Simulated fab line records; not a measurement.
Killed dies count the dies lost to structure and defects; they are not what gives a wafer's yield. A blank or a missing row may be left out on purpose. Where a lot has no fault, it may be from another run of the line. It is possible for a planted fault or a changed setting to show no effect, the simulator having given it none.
The tool behind it: which one?	flow sky130	11 lots with 33 wafers sampled at 6 steps, on a route of 708 steps

== WHAT THE GAUGES READ, wafer by wafer ==
SKY_LI_CONTACT_THK_MEAS_01. Usual: LI_CONTACT_HDPCVD_THK typically reads 932 nm, with standard deviation 8.5.
lot	measured	on	LI_CONTACT_HDPCVD_THK (nm)	flag
L213	day 27 15:55	film-metro-03	923 933 935	
L214	day 28 11:30	film-metro-03	928 925 934	
L216	day 29 13:04	film-metro-01	924 933 923	
L222	day 31 08:26	film-metro-03	930 935 932	
L223	day 31 14:47	film-metro-02	921 937 938	
L224	day 31 16:34	film-metro-02	937 938 929	
L227	day 32 17:46	film-metro-02	931 933 929	
L228	day 33 07:35	film-metro-01	932 930 933	
L232	day 35 11:31	film-metro-01	926 933 927	
L233	day 35 13:07	film-metro-03	918 915 912	
L235	day 35 17:42	film-metro-03	934 936 940	

SKY_LI_CONTACT_BOW_MEAS_03. Usual: LI_CONTACT_BOW typically reads 53 um, with standard deviation 6.1.
lot	measured	on	LI_CONTACT_BOW (um)	flag
L213	day 27 16:17	film-metro-02	48 52 52	
L214	day 28 11:53	film-metro-03	51 54 64	
L216	day 29 13:26	film-metro-02	53 72 53	
L222	day 31 08:47	film-metro-01	56 48 50	
L223	day 31 15:09	film-metro-03	39 42 56	
L224	day 31 16:56	film-metro-01	58 59 71	
L227	day 32 18:08	film-metro-02	62 54 57	
L228	day 33 07:58	film-metro-03	54 48 58	
L232	day 35 11:52	film-metro-02	53 42 59	
L233	day 35 13:28	film-metro-01	50 59 51	
L235	day 35 18:07	film-metro-02	50 53 62	

SKY_LOCAL_INTERCONNECT_RS_MEAS_01: a four-point-probe measurement. Usual: LOCAL_INTERCONNECT_TIN_RS typically reads 14.09 ohm/sq, with standard deviation 0.14.
lot	measured	on	LOCAL_INTERCONNECT_TIN_RS (ohm/sq)	flag
L213	day 28 22:56	film-metro-03	14.31 14.30 14.01	
L214	day 29 17:41	film-metro-04	14.21 14.24 14.31	
L216	day 30 17:26	film-metro-03	14.05 14.05 14.06	
L222	day 32 13:36	film-metro-02	14.25 10.09 14.22	OFF
L223	day 32 20:23	film-metro-02	10.12 14.11 10.10	OFF
L224	day 32 21:42	film-metro-02	13.78 13.96 13.98	
L227	day 33 22:46	film-metro-03	14.01 14.06 14.02	
L228	day 34 10:28	film-metro-02	13.87 13.85 13.89	
L232	day 36 15:14	film-metro-04	14.05 14.11 13.98	
L233	day 36 17:07	film-metro-03	14.02 13.92 14.07	
L235	day 36 22:25	film-metro-03	13.89 13.95 14.01	

SKY_LOCAL_INTERCONNECT_THK_MEAS_02: measures by xrf. Usual: LOCAL_INTERCONNECT_TIN_THK typically reads 98.4 nm, with standard deviation 1.1.
lot	measured	on	LOCAL_INTERCONNECT_TIN_THK (nm)	flag
L213	day 28 23:03	film-metro-03	97.5 97.6 99.5	
L214	day 29 17:49	film-metro-04	98.0 97.8 97.1	
L216	day 30 17:34	film-metro-03	99.3 99.5 99.0	
L222	day 32 13:43	film-metro-02	97.0 134.5 97.2	OFF
L223	day 32 20:30	film-metro-02	134.3 98.0 134.6	OFF
L224	day 32 21:49	film-metro-02	99.7 98.9 98.5	
L227	day 33 22:52	film-metro-03	99.6 99.0 99.6	
L228	day 34 10:34	film-metro-02	99.8 99.9 99.7	
L232	day 36 15:21	film-metro-04	99.7 99.0 99.6	
L233	day 36 17:14	film-metro-03	99.8 100.2 98.9	
L235	day 36 22:31	film-metro-03	100.1 99.6 99.8	

SKY_LOCAL_INTERCONNECT_OVL_MEAS_12. Usual: LOCAL_INTERCONNECT_OVL typically reads 1 nm, with standard deviation 5.4.
lot	measured	on	LOCAL_INTERCONNECT_OVL (nm)	flag
L213	day 30 03:13	overlay-02	7 6 3	
L214	day 30 20:58	overlay-01	3 0 6	
L216	day 31 17:48	overlay-01	4 -2 4	
L222	day 33 16:49	overlay-01	0 11 3	
L223	day 33 23:16	overlay-01	0 9 0	
L224	day 33 23:51	overlay-02	-3 -2 1	
L227	day 35 01:34	overlay-02	12 -4 7	
L228	day 35 12:47	overlay-01	-4 -3 -4	
L232	day 37 17:22	overlay-02	6 2 0	
L233	day 37 19:07	overlay-01	-2 -9 -6	
L235	day 38 01:23	overlay-02	7 -8 3	

== EACH LOT AND THE TOOL THAT RAN IT (in order: tool; ch and the chambers of the sampled wafers; start) ==
lot	SKY_LOCAL_INTERCONNECT_SPUTTER_00
L213	pvd-sputter-02, day 28 22:51
L214	pvd-sputter-03, day 29 17:37
L216	pvd-sputter-03, day 30 17:23
L222	pvd-sputter-02, day 32 13:32
L223	pvd-sputter-02, day 32 20:19
L224	pvd-sputter-03, day 32 21:38
L227	pvd-sputter-03, day 33 22:41
L228	pvd-sputter-01, day 34 10:22
L232	pvd-sputter-02, day 36 15:10
L233	pvd-sputter-03, day 36 17:04
L235	pvd-sputter-01, day 36 22:18
- SKY_LOCAL_INTERCONNECT_SPUTTER_00: material TiN, target thk 100 nm, time 83.3 s.

== AS READ BY THE TOOLS THEMSELVES (means over the sampled wafers that have a number; for cases with no such wafer, the mark the record gives instead) ==
SKY_LOCAL_INTERCONNECT_SPUTTER_00. Usual: throttle-valve-pct reads 30.0 % (standard deviation 1.5).
lot	tool	throttle-valve-pct (%)	flag
L213	pvd-sputter-02	31.7	
L214	pvd-sputter-03	30.8	
L216	pvd-sputter-03	29.6	
L222	pvd-sputter-02	30.6	
L223	pvd-sputter-02	31.4	
L224	pvd-sputter-03	28.7	
L227	pvd-sputter-03	29.6	
L228	pvd-sputter-01	30.3	
L232	pvd-sputter-02	30.2	
L233	pvd-sputter-03	28.7	
L235	pvd-sputter-01	30.3	

== THE ANSWER, worked out from the rows above alone ==
Rule: take the mean of a lot's wafers that have a number; if it is more than 3 standard deviations from the usual mean, the lot is off. A lot without any number at a reading at which 4 lots or more have one is off too. Any other lot the step has rows for is counted as sound. After the gauges, taken in route order, come the tools' own readings; for these a lot's mean is taken, as printed above. The first step at which some lot is off is used, and at that step the reading that is off furthest; a lot without a number counts as furthest.
Off: at SKY_LOCAL_INTERCONNECT_RS_MEAS_01 (LOCAL_INTERCONNECT_TIN_RS), L222, L223.
If a tool, at a process step before that reading, ran all the lots that are off and no sound lot after the first of them, it fits. Gauges at SKY_LOCAL_INTERCONNECT_RS_MEAS_01: tried the same way as those tools. Not one of the candidates tried fits.

== WHAT HAD BEEN PUT IN BY THE SIMULATOR ==
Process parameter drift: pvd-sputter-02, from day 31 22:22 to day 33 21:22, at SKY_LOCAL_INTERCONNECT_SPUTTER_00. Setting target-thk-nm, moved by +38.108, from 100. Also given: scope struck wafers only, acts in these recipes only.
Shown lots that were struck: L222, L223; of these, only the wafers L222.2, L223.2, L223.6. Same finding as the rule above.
